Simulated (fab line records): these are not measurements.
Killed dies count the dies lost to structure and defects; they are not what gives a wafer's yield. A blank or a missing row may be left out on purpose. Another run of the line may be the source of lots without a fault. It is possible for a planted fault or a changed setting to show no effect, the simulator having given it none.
2 desks looking at one fault ; flow sky130 ; only its own numbers are on each desk; what lay behind them is given at the end

== FOR THE TOOL OWNER'S DESK: implanter-02 ==
The tool's own readings at SKY_VT_ADJUST_HVTP_IMPLANT_09: means of the sampled wafers that have a number, for each lot that ran on this tool. Marked OUT: a lot whose mean sits more than 4 standard deviations from the usual mean, which makes it out of limits; the brackets give that distance.
Columns: A = beam-energy-keV at SKY_VT_ADJUST_HVTP_IMPLANT_09, usual 150.01
lot;first seen here;A
L247;day 6 08:40;149.99
L249;day 7 01:11;150.02
L252;day 7 17:47;149.98
L258;day 9 04:02;159.89 (+99 or more) OUT
L259;day 9 14:08;159.90 (+99 or more) OUT
Finding of this desk: L258, L259 out of limits; the first was L258 at day 9 04:02, on beam-energy-keV at SKY_VT_ADJUST_HVTP_IMPLANT_09. In limits: L247, L249, L252.

== AT THE METROLOGY DESK ==
What the gauges read for every lot (on any tool): the sampled wafers with a number, averaged. Marked OUT: a lot whose mean sits more than 4 standard deviations from the usual mean, which makes it out of limits; the brackets give that distance.
Columns: A = FIELD_ISO_OXIDATION_01_THK at SKY_FIELD_ISO_THK_MEAS_23, usual 9.94 nm; B = LDD_P_TW at SKY_LDD_P_TW_MEAS_11, usual 634
lot;first seen here;A;B
L247;day 2 13:28;9.92;635
L248;day 2 21:46;9.92;636
L249;day 3 01:58;10.26;641
L250;day 3 06:00;9.92;634
L252;day 3 16:57;9.95;627
L258;day 4 21:47;9.75;642
L259;day 5 03:59;10.23;636
L260;day 5 08:13;9.90;635
L261;day 5 16:47;9.76;636
L262;day 6 00:31;9.83;630
L265;day 6 10:46;9.43;635
L267;day 6 18:31;9.98;630
L266;day 6 19:46;10.07;628
This desk's finding: nothing out of limits on any of the 13 lots.

== BROUGHT TOGETHER ==
On L258, L259, at day 9 04:02, an alarm was possible from the tool owner's desk.
Metrology desk: nothing out of limits seen.
The metrology desk has L258, L259 on record, within its limits.
All the named lots went through SKY_VT_ADJUST_HVTP_IMPLANT_09 on implanter-02.

== WHAT THE SIMULATOR HAD PUT IN ==
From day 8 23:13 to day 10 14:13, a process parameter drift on implanter-02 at SKY_VT_ADJUST_HVTP_IMPLANT_09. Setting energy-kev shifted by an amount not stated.
Shown lots that were struck: L258, L259.
Each desk's first reading out of limits, in hours after the fault started: the tool owner's desk, 5.
